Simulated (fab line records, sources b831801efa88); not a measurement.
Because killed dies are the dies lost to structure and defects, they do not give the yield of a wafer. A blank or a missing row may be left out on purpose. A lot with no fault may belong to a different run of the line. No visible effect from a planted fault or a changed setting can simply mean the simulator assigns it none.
Matching of chambers ; flow sfq line ; pecvd-01 running SFQ_TRILAYER_A5C_DEP_PECVD_142: 3 sister chambers
The step deposits SiO2 from SiH4/N2O, time 15.556 s, target thk 70 nm. 3 wafers are shown with their chamber, then 7 later ones without.

WAFERS PAIRED WITH THEIR CHAMBERS
wafer;chamber;throttle valve pct (%)
L642.4;1;24.0
L648.1;2;24.8
L648.2;0;23.5

WAFERS WITHOUT THEIR CHAMBER
wafer;throttle valve pct (%)
L648.4;24.8
L652.2;24.8
L652.3;23.9
L652.6;24.1
L654.2;23.9
L654.3;25.0
L654.6;24.1

WHICH CHAMBER EACH WENT THROUGH
wafer;from the rows above;in truth
L648.4;2;2
L652.2;2;2
L652.3;1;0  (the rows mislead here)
L652.6;1;1
L654.2;1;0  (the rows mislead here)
L654.3;2;2
L654.6;1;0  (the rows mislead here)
4 of 7 placed correctly. Number that these rows cannot place: 0. Wrongly placed: 3.
How it was worked out, from the rows above alone: a wafer's distance from a chamber is the root of the sum, over the readings, of the square of ((its reading less the chamber's mean) divided by the reading's scatter). The wafer belongs to the nearest chamber; if the next one is less than 2 further off, it can't be placed. The mean given for a chamber averages the wafers shown for that chamber. The scatter (one wafer shown for each chamber): square how far every hidden wafer sits from the nearest shown wafer, average those squares and take the square root.
